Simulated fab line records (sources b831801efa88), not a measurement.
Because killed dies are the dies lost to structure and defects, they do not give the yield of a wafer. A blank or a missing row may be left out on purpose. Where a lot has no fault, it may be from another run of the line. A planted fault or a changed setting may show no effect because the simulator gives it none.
Which tool was responsible?    flow sky130    Sampling: 11 lots, 33 wafers, 4 of 708 route steps

## WHAT EACH GAUGE READ, for each wafer
SKY_VIA3_THK_MEAS_01.
lot   measured      on             VIA3_HDPCVD_THK (nm)
L587  day 38 11:43  film_metro-01  1611 1611 1610
L589  day 38 21:02  film_metro-01  1651 1624 1644
L590  day 39 02:46  film_metro-01  1624 1630 1606
L591  day 39 20:14  film_metro-03  1630 1632 1621
L592  day 39 23:24  film_metro-03  1658 1652 1643
L593  day 40 03:54  film_metro-02  1657 1644 1637
L597  day 41 14:12  film_metro-01  1655 1640 1638
L598  day 41 22:46  film_metro-01  1640 1649 1641
L599  day 42 01:29  film_metro-01  1656 1665 1667
L601  day 42 15:08  film_metro-01  1716 1722 1744
L602  day 42 16:45  film_metro-03  1709 1716 1703

## WHAT TOOL EACH LOT RAN ON (gives the tool, then ch and the chambers of the sampled wafers, and finally the start)
lot   SKY_METAL3_SPUTTER_04         SKY_METAL3_STRIP_19                   SKY_VIA3_HDPCVD_00
L587  pvd_sputter-02, day 36 06:58  plasma_asher-01 ch 1, day 38 10:56    hdpcvd-02 ch 0,2, day 38 11:32
L589  pvd_sputter-03, day 36 16:34  plasma_asher-01 ch 0,1, day 38 20:16  hdpcvd-01 ch 0,1, day 38 20:51
L590  pvd_sputter-02, day 36 21:59  plasma_asher-04 ch 0,1, day 39 02:01  hdpcvd-01 ch 1,2, day 39 02:36
L591  pvd_sputter-02, day 37 15:22  plasma_asher-02 ch 0,1, day 39 19:29  hdpcvd-01 ch 0,1,2, day 39 20:04
L592  pvd_sputter-02, day 37 18:32  plasma_asher-01 ch 0,1, day 39 22:38  hdpcvd-01 ch 0,2, day 39 23:13
L593  pvd_sputter-02, day 37 23:59  plasma_asher-01 ch 0,1, day 40 03:08  hdpcvd-01 ch 1,2, day 40 03:43
L597  pvd_sputter-03, day 39 11:34  plasma_asher-02 ch 0,1, day 41 13:25  hdpcvd-02 ch 0,1,2, day 41 14:01
L598  pvd_sputter-02, day 39 19:37  plasma_asher-02 ch 0,1, day 41 21:58  hdpcvd-01 ch 0,1,2, day 41 22:35
L599  pvd_sputter-02, day 39 23:03  plasma_asher-02 ch 0,1, day 42 00:44  hdpcvd-01 ch 0,2, day 42 01:18
L601  pvd_sputter-03, day 40 12:53  plasma_asher-02 ch 0,1, day 42 13:52  hdpcvd-01 ch 0,1, day 42 14:58
L602  pvd_sputter-04, day 40 14:26  plasma_asher-04 ch 0,1, day 42 15:55  hdpcvd-01 ch 0,2, day 42 16:34
- SKY_METAL3_SPUTTER_04: material TiN, target thk 70 nm, time 58.3 s.
- SKY_METAL3_STRIP_19: strips in O2/N2.
- SKY_VIA3_HDPCVD_00: deposits SiO2, target thk 1635 nm, time 272.5 s.

## WHAT THE TOOLS THEMSELVES READ (means of the sampled wafers that have a number; where no wafer has one, the mark that the record gives instead)
SKY_METAL3_SPUTTER_04.
lot   tool            throttle_valve_pct (%)
L587  pvd_sputter-02  29.8
L589  pvd_sputter-03  30.5
L590  pvd_sputter-02  29.5
L591  pvd_sputter-02  29.8
L592  pvd_sputter-02  29.1
L593  pvd_sputter-02  29.8
L597  pvd_sputter-03  30.7
L598  pvd_sputter-02  29.8
L599  pvd_sputter-02  29.1
L601  pvd_sputter-03  30.3
L602  pvd_sputter-04  30.5

SKY_METAL3_STRIP_19.
lot   tool             drypump_motor_current_A (A)  oes_product_au (a.u.)  strip_time_to_endpoint_s (s)
L587  plasma_asher-01  5.70                         0.503                  6.55
L589  plasma_asher-01  5.66                         0.505                  6.59
L590  plasma_asher-04  5.92                         0.501                  6.64
L591  plasma_asher-02  5.82                         0.502                  6.56
L592  plasma_asher-01  5.66                         0.502                  6.47
L593  plasma_asher-01  5.70                         0.508                  6.59
L597  plasma_asher-02  5.76                         0.499                  6.48
L598  plasma_asher-02  5.75                         0.498                  6.35
L599  plasma_asher-02  5.76                         0.502                  6.45
L601  plasma_asher-02  5.82                         0.501                  6.46
L602  plasma_asher-04  5.91                         0.497                  6.46

SKY_VIA3_HDPCVD_00.
lot   tool       run_length_s (s)  sih4_flow_sccm (sccm)
L587  hdpcvd-02  301.2             59.93
L589  hdpcvd-01  299.8             60.01
L590  hdpcvd-01  300.2             60.08
L591  hdpcvd-01  299.6             59.98
L592  hdpcvd-01  299.4             59.97
L593  hdpcvd-01  300.0             59.95
L597  hdpcvd-02  300.9             59.79
L598  hdpcvd-01  299.5             59.95
L599  hdpcvd-01  299.3             60.06
L601  hdpcvd-01  310.2             59.92
L602  hdpcvd-01  310.2             60.10

## THE ANSWER, worked out from the rows above alone
Rule: usual is defined by the lots themselves. Put in order of their means at a reading, lots are off if they are a third of the lots or fewer, leave a main group of 4 or more, and stand apart from it by a gap of 3 or more times the standard deviation of the main group's means; of several such gaps the widest counts. If all means in a main group match to the digits the tables above print for the reading, that group is not used. Also off: a lot with no number at a reading for which 4 or more lots have one. Where the step has rows for the other lots, those lots are counted as sound. Order of review: gauges by route order, followed by the tools' own readings, for which a lot's mean as printed above is used. At the first step where some lot is off, the reading lying furthest off is the one used; lots without a number count as furthest.
Off: at SKY_VIA3_THK_MEAS_01 (VIA3_HDPCVD_THK), L601, L602. The main group has a mean of 1638 nm with a standard deviation of 15.
A tool fits if, at a process step before that reading, it ran every lot that is off, and no sound lot after the first of them. Not tried: the gauges at SKY_VIA3_THK_MEAS_01; whatever is off there is also off at SKY_VIA3_HDPCVD_00, on other tools, and gauge error can't account for it. One fits: hdpcvd-01 at SKY_VIA3_HDPCVD_00. Its last sound lot is L599 (day 42 01:18), its first lot that is off L601 (day 42 14:58): a fault that began between those two fits.
On the lots that are off, the tool's own readings at SKY_VIA3_HDPCVD_00 differ by more than 5 times the standard deviation of the sound lots' means, which bears it out; run_length_s reads 310.2 s there versus 300.0 s on the sound lots.

## WHAT THE SIMULATOR HAD INSERTED
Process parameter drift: hdpcvd-01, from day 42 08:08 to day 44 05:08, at SKY_VIA3_HDPCVD_00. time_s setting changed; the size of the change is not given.
Struck lots among those shown: L601, L602. Same finding as the rule above.
